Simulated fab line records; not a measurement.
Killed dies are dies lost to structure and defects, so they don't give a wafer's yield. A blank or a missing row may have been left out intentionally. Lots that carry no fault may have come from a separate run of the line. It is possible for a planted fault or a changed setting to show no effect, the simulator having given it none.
fab line records    flow sfq-line
[record] lots = 5  wafers = 23
route steps=325 shown I2@104 M3@122 M4@153 I4@164 JJ@180 M5@198
start-h: start of the lot's first displayed wafer, in hours after the record's first day    wait-h: how many hours have passed since the lot's step before this one    " as in the row above    L1.1+2: a single row standing in for several wafers    - no value, or no start given    * or withheld: withheld    < > ~ a bound
route shown NAME@n: names a module that has steps shown in the file, with the first one's number in the route    usual: mean and standard deviation over wafers with no fault    same: alike in all rows    chamber/n: place in a boat    sites: readings site by site    _std_site: standard deviation of those values    _edge_site: mean of outer sites minus mean of inner sites    radius-mm: for every site, how far away it sits from the centre of the wafer    mask NAME#n: copy n    behind: tool/chamber where the wafer was last shaped    hold: why the lot was held/for how many hours/how that ended    device: names the non-switching transistor (n, p or np)    end of line: tests run on the same wafers once the route is complete    a step with no rows: only its recipe    killed: count of dies lost to structure and defects at first sort (not the wafer's yield)    map: per-die view of a wafer (x killed, . not killed, _ where there is no die)
set.NAME: the setting as run; set.NAME@STEP: as run at that earlier step    model.NAME: the simulator's own value behind a step, which no gauge read
lots run with intentionally changed settings; tables by step, rows by wafer
[[steps]]
[step SFQ_TRILAYER_I2_CMP_CMP_064]
[recipe] material = SiO2  down-force-psi = 3  platen-rpm = 60  pad-velocity-m-s = 0.94248
lot.wafer  tool    chamber  start-h  wait-h  set.leave-above-ref-nm  model.SiO2_of_TRILAYER_I2_DEP_PECVD_063.thk-nm
L075.4     cmp-01  3        491.64   0.5     212.4                   213.3
L075.1     "       0        "        "       200                     201.5
L075.3     "       1        "        "       200                     201.2
L075.5     "       2        "        "       212.4                   214.5
L075.6     "       3        "        "       212.4                   213.5
L077.4     cmp-01  2        504.36   0.0     196                     196.1
L077.1     "       3        "        "       196                     195.7
L077.2     "       0        "        "       196                     196.8
L077.3     "       1        "        "       200                     200.3
L077.5     "       3        506.86   2.5     200                     199.7
L078.1     cmp-01  1        515.16   0.0     212.8                   212.8
L078.4     "       3        516.16   1.0     212.8                   213.5
L078.3     "       0        "        "       212.8                   213.7
L078.6     "       1        "        "       200                     200.7
L078.5     "       2        "        "       200                     200.3
L079.4     cmp-01  2        518.76   0.0     200                     202.7
L079.3+1   "       3,1      "        "       209.3                   209.8
L079.2     "       0        "        "       200                     200.5
L079.5     "       3        521.26   2.5     200                     200
L082.2     cmp-02  0        538.17   0.9     200                     200.2
L082.4     "       1        "        "       200                     198.8
L082.1     "       2        "        "       200                     199.3
[step SFQ_TRILAYER_I2_METRO_MEASURE_065]
[usual] thk-nm = 200.1/0.94
lot.wafer  tool           chamber  start-h  wait-h  set.leave-above-ref-nm@TRILAYER_I2_CMP_CMP_064  thk-nm
L075.1     film-metro-01  -        494.26   0.1     200                                             201.7
L075.3     "              -        "        "       200                                             201.3
L075.4     "              -        "        "       212.4                                           213.4
L075.5     "              -        "        "       212.4                                           214.3
L075.6     "              -        "        "       212.4                                           213.5
L077.1     film-metro-01  -        507.48   0.1     196                                             195.7
L077.2     "              -        "        "       196                                             196.8
L077.3     "              -        "        "       200                                             200.3
L077.4     "              -        "        "       196                                             196.1
L077.5     "              -        "        "       200                                             199.8
L078.1     film-metro-01  -        518.28   0.1     212.8                                           212.8
L078.3     "              -        "        "       212.8                                           213.7
L078.4     "              -        "        "       212.8                                           213.4
L078.5     "              -        "        "       200                                             200.3
L078.6     "              -        "        "       200                                             200.7
L079.1     film-metro-03  -        521.88   0.1     209.3                                           209.9
L079.2     "              -        "        "       200                                             200.5
L079.3     "              -        "        "       209.3                                           209.7
L079.4     "              -        "        "       200                                             202.6
L079.5     "              -        "        "       200                                             200.0
L082.1     film-metro-04  -        540.79   0.1     200                                             199.2
L082.2     "              -        "        "       200                                             200.3
L082.4     "              -        "        "       200                                             198.7
[step SFQ_TRILAYER_I2_VIA_LITHO_COAT_067]
[recipe] resist = KrF  spin-rpm = 3000  resist-thk-nm = 650
lot.wafer  tool            chamber  start-h  wait-h  set.resist-thk-nm  model.KrF_of_TRILAYER_I2_VIA_LITHO_COAT_067.thk-nm
L075.1     litho-track-01  0        495.76   0.2     650                650.4
L075.3     "               0        "        "       613.1              615.1
L075.4     "               0        "        "       650                650.8
L075.5     "               0        "        "       650                650.9
L075.6     "               0        "        "       613.1              613.9
L077.1     litho-track-03  0        508.98   0.2     689                688.8
L077.2     "               0        "        "       689                688.2
L077.3     "               0        "        "       650                647.6
L077.4     "               0        "        "       650                646.7
L077.5     "               0        "        "       689                688.1
L078.1     litho-track-01  0        519.78   0.2     673.3              674.4
L078.3     "               0        "        "       650                653.9
L078.4     "               0        "        "       650                650.8
L078.5     "               0        "        "       673.3              678.5
L078.6     "               0        "        "       673.3              673.6
L079.1     litho-track-03  0        523.38   0.2     650                652.3
L079.2     "               0        "        "       650                652.6
L079.3     "               0        "        "       650                653.1
L079.4     "               0        "        "       650                650.2
L079.5     "               0        "        "       650                651.4
L082.1     litho-track-03  0        542.29   0.2     650                649.6
L082.2     "               0        "        "       650                647.8
L082.4     "               0        "        "       650                649.8
[step SFQ_TRILAYER_I2_VIA_LITHO_EXPOSE_068]
[recipe] mask-id = I2  na = 0.6  source-shape = conventional  sigma-outer = 0.65  target-cd-nm = 500  dose-mj = 21.3
lot.wafer       tool            chamber  start-h  wait-h  mask  set.dose-mj
L075.1+3+4      krf-scanner-02  0        660.43   -       I2#0  21.77
L075.5+6        "               0        "        "       I2#0  21.3
L077.1+3+4      krf-scanner-02  0        673.63   -       I2#0  21.3
L077.2+5        "               0        "        "       I2#0  22.64
L078.1+4        krf-scanner-02  0        684.43   -       I2#0  21.83
L078.3+5+6      "               0        "        "       I2#0  21.3
L079.1+2+3+4+5  krf-scanner-02  0        689.23   -       I2#0  21.3
L082.1+2+4      krf-scanner-01  0        708.57   -       I2#0  21.3
[step SFQ_TRILAYER_I2_VIA_LITHO_PEB_070]
[recipe] peb-temp-c = 115  peb-time-s = 60  resist = KrF
[step SFQ_TRILAYER_I2_VIA_LITHO_DEVELOP_069]
[recipe] time-s = 60  resist = KrF
[step SFQ_TRILAYER_I2_VIA_BARC_OPEN_VIA_ETCH_096]
[recipe] mask-material = PR  chemistry = O2  target-depth-nm = 125  target = BARC  source-w = 500  bias-w = 80  pressure-mtorr = 30.79  time-s = 41.7
lot.wafer  tool         chamber  start-h  wait-h  set.resist-thk-nm@TRILAYER_I2_VIA_LITHO_COAT_067  set.dose-mj@TRILAYER_I2_VIA_LITHO_EXPOSE_068  model.KrF_of_TRILAYER_I2_VIA_LITHO_COAT_067.thk-nm  model.I2.cd-nm
L075.1     rie-diel-03  3        661.97   0.0     650                                               21.77                                         573.5                                               502.2
L075.3     "            2        "        "       613.1                                             21.77                                         538.5                                               503.6
L075.4     "            1        "        "       650                                               21.77                                         574.3                                               501.4
L075.5     "            1        "        "       650                                               21.3                                          574                                                 498.1
L075.6     "            0        "        "       613.1                                             21.3                                          538.3                                               499
L077.1     rie-diel-01  2        675.17   0.0     689                                               21.3                                          612.8                                               496.8
L077.2     "            1        "        "       689                                               22.64                                         610.5                                               508.5
L077.3     "            0        "        "       650                                               21.3                                          571.9                                               500.7
L077.4     "            1        "        "       650                                               21.3                                          568.9                                               500
L077.5     "            2        "        "       689                                               22.64                                         612                                                 508.9
L078.1     rie-diel-04  2        685.97   0.0     673.3                                             21.83                                         595                                                 501.9
L078.3     "            1        "        "       650                                               21.3                                          577.6                                               498
L078.4     "            1        "        "       650                                               21.83                                         574.6                                               503.9
L078.5     "            2        "        "       673.3                                             21.3                                          599.4                                               496.9
L078.6     "            3        "        "       673.3                                             21.3                                          596.8                                               499.6
L079.1     rie-diel-03  0        690.77   0.0     650                                               21.3                                          576.2                                               497.9
L079.2     "            2        "        "       650                                               21.3                                          574.9                                               499.1
L079.3     "            1        "        "       650                                               21.3                                          576.2                                               498.7
L079.4     "            3        "        "       650                                               21.3                                          572.5                                               499
L079.5     "            1        "        "       650                                               21.3                                          574.2                                               497.9
L082.1     rie-diel-04  0        710.11   0.0     650                                               21.3                                          572.6                                               499.3
L082.2     "            2        "        "       650                                               21.3                                          569.1                                               499.3
L082.4     "            3        "        "       650                                               21.3                                          573.1                                               501.1
[step SFQ_TRILAYER_I2_VIA_ETCH_VIA_ETCH_070]
[recipe] target = SiO2  stop-on = Nb  mask-material = PR  taper-deg = 20  chemistry = CHF3  target-depth-nm = 260  source-w = 500  bias-w = 80  pressure-mtorr = 30  time-s = withheld
[usual] oes-product-au = 0.854/0.0045
lot.wafer  tool         chamber  start-h  wait-h  set.leave-above-ref-nm@TRILAYER_I2_CMP_CMP_064  set.resist-thk-nm@TRILAYER_I2_VIA_LITHO_COAT_067  oes-product-au  model.KrF_of_TRILAYER_I2_VIA_LITHO_COAT_067.thk-nm  model.I2.feature-depth-nm  model.etch.depth-nm
L075.1     rie-diel-03  3        662.01   0.0     200                                             650                                               0.863           529.7                                               201.5                      201.5
L075.3     "            2        "        "       200                                             613.1                                             0.860           494.1                                               201.2                      201.2
L075.4     "            1        "        "       212.4                                           650                                               0.889           529.8                                               213.3                      213.3
L075.5     "            1        "        "       212.4                                           650                                               0.883           529.7                                               214.5                      -
L075.6     "            0        "        "       212.4                                           613.1                                             0.888           495.1                                               213.5                      -
L077.1     rie-diel-01  2        675.21   0.0     196                                             689                                               0.844           568.8                                               195.7                      -
L077.2     "            1        "        "       196                                             689                                               0.839           565.2                                               196.8                      196.8
L077.3     "            0        "        "       200                                             650                                               0.851           528                                                 200.3                      200.3
L077.4     "            1        "        "       196                                             650                                               0.843           523.5                                               196.1                      196.1
L077.5     "            2        "        "       200                                             689                                               0.852           568                                                 199.7                      -
L078.1     rie-diel-04  2        686.01   0.0     212.8                                           673.3                                             0.888           548.6                                               212.8                      212.8
L078.3     "            1        "        "       212.8                                           650                                               0.885           533.9                                               213.7                      213.7
L078.4     "            1        "        "       212.8                                           650                                               0.882           530.8                                               213.5                      213.5
L078.5     "            2        "        "       200                                             673.3                                             0.860           553.4                                               200.3                      200.3
L078.6     "            3        "        "       200                                             673.3                                             0.856           552.7                                               200.7                      200.7
L079.1     rie-diel-03  0        690.81   0.0     209.3                                           650                                               0.879           532.4                                               209.8                      -
L079.2     "            2        "        "       200                                             650                                               0.860           530.2                                               200.5                      -
L079.3     "            1        "        "       209.3                                           650                                               0.875           531.5                                               209.8                      -
L079.4     "            3        "        "       200                                             650                                               0.863           527.5                                               202.7                      202.7
L079.5     "            1        "        "       200                                             650                                               0.854           529.8                                               200                        200
L082.1     rie-diel-04  0        710.15   0.0     200                                             650                                               0.850           528.6                                               199.3                      199.3
L082.2     "            2        "        "       200                                             650                                               0.845           523.2                                               200.2                      200.2
L082.4     "            3        "        "       200                                             650                                               0.853           528.6                                               198.8                      198.8
[step SFQ_TRILAYER_M3_LITHO_COAT_080]
[recipe] resist = BARC  spin-rpm = 3000  resist-thk-nm = 62
lot.wafer  tool            chamber  start-h  wait-h  set.spin-rpm  model.BARC_of_TRILAYER_M3_LITHO_COAT_080.thk-nm
L075.1     litho-track-04  0        663.23   0.1     3000          62.02
L075.3     "               0        "        "       2932          62.67
L075.4     "               0        "        "       3000          62
L075.5     "               0        "        "       2932          62.89
L075.6     "               0        "        "       2932          62.62
L077.1     litho-track-02  0        676.40   0.1     2910          63.03
L077.2     "               0        "        "       3000          61.89
L077.3+5   "               0        "        "       2910          62.92
L077.4     "               0        "        "       3000          61.97
L078.1     litho-track-04  0        687.20   0.1     3000          62.05
L078.3     "               0        "        "       3000          62.33
L078.4     "               0        "        "       3000          62.25
L078.5     "               0        "        "       3000          62.14
L078.6     "               0        "        "       3000          61.98
L079.1     litho-track-02  0        692.01   0.1     3000          62.28
L079.2     "               0        "        "       3189          60.41
L079.3     "               0        "        "       3000          62.18
L079.4     "               0        "        "       3000          62.05
L079.5     "               0        "        "       3189          60.34
L082.1+4   litho-track-02  0        711.34   0.1     3000          62.07
L082.2     "               0        "        "       3000          62.27
[step SFQ_TRILAYER_M3_BARC_OPEN_METAL_ETCH_100]
[recipe] mask-material = PR  chemistry = O2  target-depth-nm = 125  target = BARC  icp-w = 600  bias-w = 80  pressure-mtorr = 10  time-s = 41.7
lot.wafer  tool          chamber  start-h  wait-h  set.time-s  set.spin-rpm@TRILAYER_M3_LITHO_COAT_080  model.etch.depth-nm
L075.1     rie-metal-04  0        665.64   0.0     41.7        3000                                     62.02
L075.3     "             0        "        "       41.7        2932                                     62.67
L075.4     "             1        "        "       41.7        3000                                     62
L075.5+6   "             0,1      "        "       41.7        2932                                     -
L077.1     rie-metal-02  1        679.88   0.0     41.7        2910                                     -
L077.2     "             0        "        "       41.7        3000                                     61.89
L077.3     "             1        "        "       43.27       2910                                     62.92
L077.4     "             0        "        "       43.27       3000                                     61.97
L077.5     "             0        "        "       43.27       2910                                     -
L078.1     rie-metal-04  1        692.11   0.0     41.7        3000                                     62.05
L078.3     "             1        "        "       41.7        3000                                     62.33
L078.4     "             0        "        "       41.7        3000                                     62.25
L078.5     "             0        "        "       41.7        3000                                     62.14
L078.6     "             1        "        "       41.7        3000                                     61.98
L079.1+3   rie-metal-01  0        698.11   0.0     41.7        3000                                     -
L079.2     "             1        "        "       41.7        3189                                     -
L079.4     "             1        "        "       41.7        3000                                     62.05
L079.5     "             1        "        "       41.7        3189                                     60.34
L082.1+4   rie-metal-02  1        713.92   0.0     41.7        3000                                     62.07
L082.2     "             1        "        "       41.7        3000                                     62.27
[step SFQ_TRILAYER_M4_LITHO_COAT_093]
[recipe] resist = KrF  spin-rpm = 3000  resist-thk-nm = 600
lot.wafer  tool            chamber  start-h  wait-h  set.spin-rpm  model.KrF_of_TRILAYER_M4_LITHO_COAT_093.thk-nm
L075.1     litho-track-01  0        838.26   0.2     3114          588.8
L075.3     "               0        "        "       3000          599.7
L075.4     "               0        "        "       3114          586.9
L075.5     "               0        "        "       3114          587.1
L075.6     "               0        "        "       3000          600.1
L077.1+5   litho-track-01  0        850.24   0.2     3199          581.1
L077.2     "               0        "        "       3199          581.3
L077.3     "               0        "        "       3000          599.6
L077.4     "               0        "        "       3000          600.1
L078.1     litho-track-04  0        859.84   0.2     3118          590.1
L078.3     "               0        "        "       3000          599.7
L078.4     "               0        "        "       3000          601.6
L078.5     "               0        "        "       3000          600.6
L078.6     "               0        "        "       3118          589.7
L079.1     litho-track-04  0        869.44   0.2     2930          606
L079.2     "               0        "        "       2930          605
L079.3     "               0        "        "       3000          597.4
L079.4     "               0        "        "       3000          597.2
L079.5     "               0        "        "       2930          607.8
L082.1     litho-track-04  0        884.13   0.2     3000          599.8
L082.2+4   "               0        "        "       3000          598
[step SFQ_TRILAYER_M4_LITHO_SOFTBAKE_097]
[recipe] temp-c = withheld  time-s = withheld  resist = KrF
[step SFQ_TRILAYER_M4_LITHO_EXPOSE_094]
[recipe] mask-id = M4  na = 0.6  source-shape = conventional  sigma-outer = 0.65  target-cd-nm = 500  dose-mj = 14.4
[step SFQ_TRILAYER_M4_BARC_OPEN_METAL_ETCH_123]
[recipe] mask-material = PR  chemistry = O2  target-depth-nm = 125  target = BARC  icp-w = 600  bias-w = 80  pressure-mtorr = 10  time-s = 41.7
[step SFQ_TRILAYER_M4_ETCH_METAL_ETCH_096]
[recipe] target = Nb  stop-on = SiO2  mask-material = PR  chemistry = Cl2/Ar  target-depth-nm = 240  icp-w = 600  bias-w = 80  pressure-mtorr = 10  time-s = 120
lot.wafer  tool          chamber  start-h  wait-h  set.spin-rpm@TRILAYER_M4_LITHO_COAT_093  model.KrF_of_TRILAYER_M4_LITHO_COAT_093.thk-nm
L075.1     rie-metal-02  0        841.70   0.0     3114                                     365.8
L075.3     "             0        "        "       3000                                     376.9
L075.4     "             1        "        "       3114                                     369.2
L075.5     "             1        "        "       3114                                     368.4
L075.6     "             0        "        "       3000                                     377.9
L077.1     rie-metal-03  0        857.30   0.0     3199                                     363.9
L077.2     "             1        "        "       3199                                     357.4
L077.3     "             1        "        "       3000                                     375.6
L077.4     "             0        "        "       3000                                     383.2
L077.5     "             0        "        "       3199                                     364.4
L078.1     rie-metal-02  1        869.46   0.1     3118                                     373.2
L078.3     "             1        "        "       3000                                     381.7
L078.4     "             1        "        "       3000                                     384.1
L078.5     "             1        "        "       3000                                     382.1
L078.6     "             1        "        "       3118                                     372.2
L079.1     rie-metal-03  0        880.20   0.0     2930                                     389.9
L079.2     "             1        "        "       2930                                     382.3
L079.3     "             0        "        "       3000                                     380.8
L079.4     "             1        "        "       3000                                     375.4
L079.5     "             1        "        "       2930                                     386.8
L082.1     rie-metal-04  1        1029.55  0.0     3000                                     385.5
L082.2     "             0        "        "       3000                                     377.9
L082.4     "             0        "        "       3000                                     377.2
[step SFQ_TRILAYER_I4_CMP_CMP_100]
[recipe] material = SiO2  down-force-psi = 3  platen-rpm = 60  pad-velocity-m-s = 0.94248
[usual] time-to-endpoint-s = 235/8
lot.wafer  tool    chamber  start-h  wait-h  set.down-force-psi  time-to-endpoint-s
L075.4     cmp-02  1        851.76   9.1     2.688               267
L075.3     "       2        "        "       2.688               274
L075.1     "       3        "        "       3                   232
L075.6     "       1        853.76   11.1    2.688               272
L075.5     "       2        "        "       3                   248
L077.2     cmp-01  2        867.15   8.9     3.311               216
L077.3     "       3        "        "       3.311               207
L077.1     "       0        "        "       3                   232
L077.4     "       1        "        "       3.311               220
L077.5     "       2        "        "       3                   233
L078.4     cmp-02  0        881.76   10.6    2.884               249
L078.3     "       1        "        "       2.884               251
L078.1     "       2        "        "       2.884               256
L078.6     "       0        883.76   12.6    3                   241
L078.5     "       1        "        "       3                   246
L079.4     cmp-01  3        891.15   10.0    3.368               213
L079.3     "       0        "        "       3                   237
L079.1     "       1        "        "       3.368               210
L079.2     "       2        "        "       3.368               212
L079.5     "       0        893.65   12.5    3                   233
L082.2     cmp-01  3        1030.52  0.0     3                   218
L082.1     "       0        "        "       3                   220
L082.4     "       2        1032.02  1.5     3                   222
[step SFQ_TRILAYER_I4_VIA_LITHO_PEB_106]
[recipe] peb-temp-c = 115  peb-time-s = 60  resist = KrF
lot.wafer       tool            chamber  start-h  wait-h  set.peb-time-s
L075.1+3+4+5+6  litho-track-01  0        1002.75  1.0     60
L077.1+2+3+4+5  litho-track-01  0        1013.55  1.0     60
L078.1+5+6      litho-track-01  0        1031.55  1.0     60
L078.3+4        "               0        "        "       55.61
L079.1+4        litho-track-04  0        1044.40  1.0     60
L079.2+3+5      "               0        "        "       51.47
L082.1+2+4      litho-track-04  0        1179.95  1.0     60
[step SFQ_TRILAYER_I4_VIA_LITHO_DEVELOP_105]
[recipe] time-s = 60  resist = KrF
[step SFQ_TRILAYER_I4_VIA_BARC_OPEN_VIA_ETCH_146]
[recipe] mask-material = PR  chemistry = O2  target-depth-nm = 125  target = BARC  source-w = 500  bias-w = 80  pressure-mtorr = 30  time-s = 41.7
lot.wafer  tool         chamber  start-h  wait-h  set.peb-time-s@TRILAYER_I4_VIA_LITHO_PEB_106  model.I4.cd-nm
L075.1+4   rie-diel-02  0,3      1003.09  0.0     60                                            701.5
L075.3     "            2        "        "       60                                            700
L075.5     "            2        "        "       60                                            701.8
L075.6     "            3        "        "       60                                            700.5
L077.1     rie-diel-02  2        1013.89  0.0     60                                            697.6
L077.2     "            1        "        "       60                                            698.3
L077.3     "            3        "        "       60                                            699.6
L077.4     "            0        "        "       60                                            699.4
L077.5     "            2        "        "       60                                            699.7
L078.1     rie-diel-03  3        1031.89  0.0     60                                            698
L078.3     "            0        "        "       55.61                                         688.1
L078.4     "            2        "        "       55.61                                         686.9
L078.5     "            1        "        "       60                                            699.6
L078.6     "            0        "        "       60                                            698.3
L079.1     rie-diel-02  2        1044.74  0.0     60                                            701.1
L079.2     "            0        "        "       51.47                                         678.4
L079.3     "            1        "        "       51.47                                         676.9
L079.4     "            2        "        "       60                                            700.1
L079.5     "            1        "        "       51.47                                         677.4
L082.1     rie-diel-01  2        1180.29  0.0     60                                            701
L082.2     "            0        "        "       60                                            702.3
L082.4     "            1        "        "       60                                            699.3
[step SFQ_TRILAYER_JJ_TRILAYER_DEP_SPUTTER_110]
[recipe] material = Al  base-pressure-pa = 1.33e-06  target-thk-nm = 8  power-w = 500  time-s = 10  chamber-pressure-pa = 0.4
lot.wafer  tool            chamber  start-h  wait-h  set.power-w  model.Al_of_TRILAYER_JJ_TRILAYER_DEP_SPUTTER_110.thk-nm
L075.1     pvd-sputter-03  -        1004.13  0.0     525.6        8.375
L075.3     "               -        "        "       525.6        8.291
L075.4     "               -        "        "       500          8.012
L075.5     "               -        "        "       500          7.973
L075.6     "               -        "        "       525.6        8.417
L077.1     pvd-sputter-06  -        1014.92  0.0     500          7.777
L077.2     "               -        "        "       518.7        8.063
L077.3     "               -        "        "       500          8.025
L077.4     "               -        "        "       518.7        8.078
L077.5     "               -        "        "       500          7.801
L078.1     pvd-sputter-05  -        1032.92  0.0     534.3        8.835
L078.3     "               -        "        "       500          8.3
L078.4     "               -        "        "       534.3        8.72
L078.5     "               -        "        "       500          8.282
L078.6     "               -        "        "       500          8.363
L079.1     pvd-sputter-05  -        1045.77  0.0     500          8.098
L079.2     "               -        "        "       500          8.074
L079.3     "               -        "        "       500          8.05
L079.4     "               -        "        "       500          8.11
L079.5     "               -        "        "       500          8.115
L082.1     pvd-sputter-06  -        1181.93  0.0     500          7.982
L082.2     "               -        "        "       500          8.125
L082.4     "               -        "        "       500          7.898
[step SFQ_TRILAYER_M5_LITHO_COAT_128]
[recipe] resist = BARC  spin-rpm = 3000  resist-thk-nm = 62
lot.wafer  tool            chamber  start-h  wait-h  set.resist-thk-nm  model.BARC_of_TRILAYER_M5_LITHO_COAT_128.thk-nm
L075.1     litho-track-03  0        1010.37  0.0     64.83              64.89
L075.3     "               0        "        "       64.83              64.91
L075.4     "               0        "        "       62                 62.13
L075.5     "               0        "        "       62                 61.91
L075.6     "               0        "        "       62                 61.89
L077.1     litho-track-01  0        1021.16  0.0     62                 61.9
L077.2     "               0        "        "       65.69              65.81
L077.3     "               0        "        "       62                 62.05
L077.4     "               0        "        "       65.69              65.77
L077.5     "               0        "        "       65.69              65.69
L078.1     litho-track-01  0        1039.16  0.0     58.66              58.64
L078.3     "               0        "        "       58.66              58.5
L078.4     "               0        "        "       62                 61.88
L078.5     "               0        "        "       62                 61.94
L078.6     "               0        "        "       58.66              58.61
L079.1     litho-track-01  0        1053.33  0.0     62                 61.99
L079.2     "               0        "        "       62                 61.89
L079.3     "               0        "        "       62.99              63.1
L079.4     "               0        "        "       62.99              63.08
L079.5     "               0        "        "       62                 62.1
L082.1+2   litho-track-01  0        1326.68  0.0     62                 62.54
L082.4     "               0        "        "       62                 62.6
[step SFQ_TRILAYER_M5_LITHO_COAT_123]
[recipe] resist = KrF  spin-rpm = 3000  resist-thk-nm = 600
[step SFQ_TRILAYER_M5_LITHO_SOFTBAKE_127]
[recipe] temp-c = withheld  time-s = withheld  resist = KrF
[step SFQ_TRILAYER_M5_LITHO_DEVELOP_125]
[recipe] time-s = 60  resist = KrF
[step SFQ_TRILAYER_M5_BARC_OPEN_METAL_ETCH_161]
[recipe] mask-material = PR  chemistry = O2  target-depth-nm = 125  target = BARC  icp-w = 600  bias-w = 80  pressure-mtorr = 10  time-s = 41.7
lot.wafer  tool          chamber  start-h  wait-h  set.resist-thk-nm@TRILAYER_M5_LITHO_COAT_128  model.etch.depth-nm
L075.1     rie-metal-02  0        1162.29  0.0     64.83                                         64.89
L075.3     "             0        "        "       64.83                                         64.91
L075.4     "             1        "        "       62                                            62.13
L075.5+6   "             1,0      "        "       62                                            -
L077.1     rie-metal-03  0        1169.49  0.0     62                                            -
L077.2     "             1        "        "       65.69                                         65.81
L077.3     "             1        "        "       62                                            62.05
L077.4     "             0        "        "       65.69                                         65.77
L077.5     "             1        "        "       65.69                                         -
L078.1     rie-metal-03  1        1183.89  0.0     58.66                                         58.64
L078.3     "             1        "        "       58.66                                         58.5
L078.4     "             0        "        "       62                                            61.88
L078.5     "             1        "        "       62                                            61.94
L078.6     "             0        "        "       58.66                                         58.61
L079.1+2   rie-metal-01  0,1      1196.01  0.0     62                                            -
L079.3     "             1        "        "       62.99                                         -
L079.4     "             0        "        "       62.99                                         63.08
L079.5     "             1        "        "       62                                            62.1
L082.1+2   rie-metal-03  1,0      1328.97  0.0     62                                            62.54
L082.4     "             0        "        "       62                                            62.6
[[key]]
[split] step = SFQ_TRILAYER_I2_CMP_CMP_064  setting = leave-above-ref-nm  stated = 200  by = wafer
[response] step = SFQ_TRILAYER_I2_CMP_CMP_064  reading = model.SiO2_of_TRILAYER_I2_DEP_PECVD_063.thk-nm  change = +1.97  per = 1%  r = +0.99
[response] step = SFQ_TRILAYER_I2_METRO_MEASURE_065  reading = thk-nm  change = +1.97  per = 1%  r = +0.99
[response] step = SFQ_TRILAYER_I2_VIA_ETCH_VIA_ETCH_070  reading = oes-product-au  change = +0.00414  per = 1%  r = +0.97
[response] step = SFQ_TRILAYER_I2_VIA_ETCH_VIA_ETCH_070  reading = model.I2.feature-depth-nm  change = +1.97  per = 1%  r = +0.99
[response] step = SFQ_TRILAYER_I2_VIA_ETCH_VIA_ETCH_070  reading = model.etch.depth-nm  change = +1.98  per = 1%  r = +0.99
[split] step = SFQ_TRILAYER_I2_VIA_LITHO_COAT_067  setting = resist-thk-nm  stated = 650  by = wafer
[response] step = SFQ_TRILAYER_I2_VIA_LITHO_COAT_067  reading = model.KrF_of_TRILAYER_I2_VIA_LITHO_COAT_067.thk-nm  change = +6.61  per = 1%  r = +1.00
[response] step = SFQ_TRILAYER_I2_VIA_BARC_OPEN_VIA_ETCH_096  reading = model.KrF_of_TRILAYER_I2_VIA_LITHO_COAT_067.thk-nm  change = +6.48  per = 1%  r = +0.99
[response] step = SFQ_TRILAYER_I2_VIA_ETCH_VIA_ETCH_070  reading = model.KrF_of_TRILAYER_I2_VIA_LITHO_COAT_067.thk-nm  change = +6.39  per = 1%  r = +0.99
[split] step = SFQ_TRILAYER_I2_VIA_LITHO_EXPOSE_068  setting = dose-mj  stated = 21.3  by = wafer
[response] step = SFQ_TRILAYER_I2_VIA_BARC_OPEN_VIA_ETCH_096  reading = model.I2.cd-nm  change = +1.58  per = 1%  r = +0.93
[split] step = SFQ_TRILAYER_M3_LITHO_COAT_080  setting = spin-rpm  stated = 3000  by = wafer
[response] step = SFQ_TRILAYER_M3_LITHO_COAT_080  reading = model.BARC_of_TRILAYER_M3_LITHO_COAT_080.thk-nm  change = -0.298  per = 1%  r = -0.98
[response] step = SFQ_TRILAYER_M3_BARC_OPEN_METAL_ETCH_100  reading = model.etch.depth-nm  change = -0.287  per = 1%  r = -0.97
[split] step = SFQ_TRILAYER_M3_BARC_OPEN_METAL_ETCH_100  setting = time-s  stated = 41.7  by = wafer
response none clear
[split] step = SFQ_TRILAYER_M4_LITHO_COAT_093  setting = spin-rpm  stated = 3000  by = wafer
[response] step = SFQ_TRILAYER_M4_LITHO_COAT_093  reading = model.KrF_of_TRILAYER_M4_LITHO_COAT_093.thk-nm  change = -2.94  per = 1%  r = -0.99
[response] step = SFQ_TRILAYER_M4_ETCH_METAL_ETCH_096  reading = model.KrF_of_TRILAYER_M4_LITHO_COAT_093.thk-nm  change = -2.66  per = 1%  r = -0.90
[split] step = SFQ_TRILAYER_I4_CMP_CMP_100  setting = down-force-psi  stated = 3  by = wafer
[response] step = SFQ_TRILAYER_I4_CMP_CMP_100  reading = time-to-endpoint-s  change = *  per = 1%  r = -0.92
[split] step = SFQ_TRILAYER_I4_VIA_LITHO_PEB_106  setting = peb-time-s  stated = 60  by = wafer
[response] step = SFQ_TRILAYER_I4_VIA_BARC_OPEN_VIA_ETCH_146  reading = model.I4.cd-nm  change = +1.6  per = 1%  r = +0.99
[split] step = SFQ_TRILAYER_JJ_TRILAYER_DEP_SPUTTER_110  setting = power-w  stated = 500  by = wafer
[response] step = SFQ_TRILAYER_JJ_TRILAYER_DEP_SPUTTER_110  reading = model.Al_of_TRILAYER_JJ_TRILAYER_DEP_SPUTTER_110.thk-nm  change = +0.0667  per = 1%  r = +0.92
[split] step = SFQ_TRILAYER_M5_LITHO_COAT_128  setting = resist-thk-nm  stated = 62  by = wafer
[response] step = SFQ_TRILAYER_M5_LITHO_COAT_128  reading = model.BARC_of_TRILAYER_M5_LITHO_COAT_128.thk-nm  change = +0.632  per = 1%  r = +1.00
[response] step = SFQ_TRILAYER_M5_BARC_OPEN_METAL_ETCH_161  reading = model.etch.depth-nm  change = +0.619  per = 1%  r = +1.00
